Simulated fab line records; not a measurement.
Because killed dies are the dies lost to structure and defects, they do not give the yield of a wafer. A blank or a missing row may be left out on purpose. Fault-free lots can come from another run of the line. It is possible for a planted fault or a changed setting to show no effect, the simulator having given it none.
Matching of chambers / flow gf180mcu / GF_V4_CMP_04 on cmp-02: 4 sister chambers
The step polishes SiO2. 4 wafers are shown with their chamber, then 9 later ones without.

WAFERS, EACH WITH ITS CHAMBER
wafer=L280.6; chamber=3; motor-current-A (A)=12.0
wafer=L288.1; chamber=0; motor-current-A (A)=13.2
wafer=L288.2; chamber=1; motor-current-A (A)=12.4
wafer=L288.4; chamber=2; motor-current-A (A)=11.6

WAFERS WITH NO CHAMBER GIVEN
wafer=L292.2; motor-current-A (A)=12.0
wafer=L292.3; motor-current-A (A)=11.4
wafer=L292.5; motor-current-A (A)=12.2
wafer=L293.3; motor-current-A (A)=13.7
wafer=L293.4; motor-current-A (A)=11.7
wafer=L293.5; motor-current-A (A)=13.3
wafer=L295.1; motor-current-A (A)=12.8
wafer=L295.2; motor-current-A (A)=11.6
wafer=L295.6; motor-current-A (A)=13.6

EACH ONE'S CHAMBER
wafer=L292.2; from the rows above=can't be placed: 3 or 1 or 2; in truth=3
wafer=L292.3; from the rows above=can't be placed: 2 or 3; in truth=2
wafer=L292.5; from the rows above=can't be placed: 3 or 1 or 2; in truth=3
wafer=L293.3; from the rows above=0; in truth=0
wafer=L293.4; from the rows above=can't be placed: 2 or 3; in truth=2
wafer=L293.5; from the rows above=0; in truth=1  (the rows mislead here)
wafer=L295.1; from the rows above=can't be placed: 0 or 1 or 3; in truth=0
wafer=L295.2; from the rows above=can't be placed: 2 or 3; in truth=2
wafer=L295.6; from the rows above=0; in truth=0
2 of 9 placed correctly. Unplaceable from these rows: 6, with the true chamber sitting among the candidates in 6. Placed wrongly: 1.
How it was worked out, from the rows above alone: a wafer's distance from a chamber is the root of the sum, over the readings, of the square of ((its reading less the chamber's mean) divided by the reading's scatter). The wafer belongs to the nearest chamber; if the next one is less than 2 further off, it can't be placed. For every chamber, the mean is computed from those of its wafers that are shown. The scatter (one wafer shown for each chamber): square how far every hidden wafer sits from the nearest shown wafer, average those squares and take the square root.
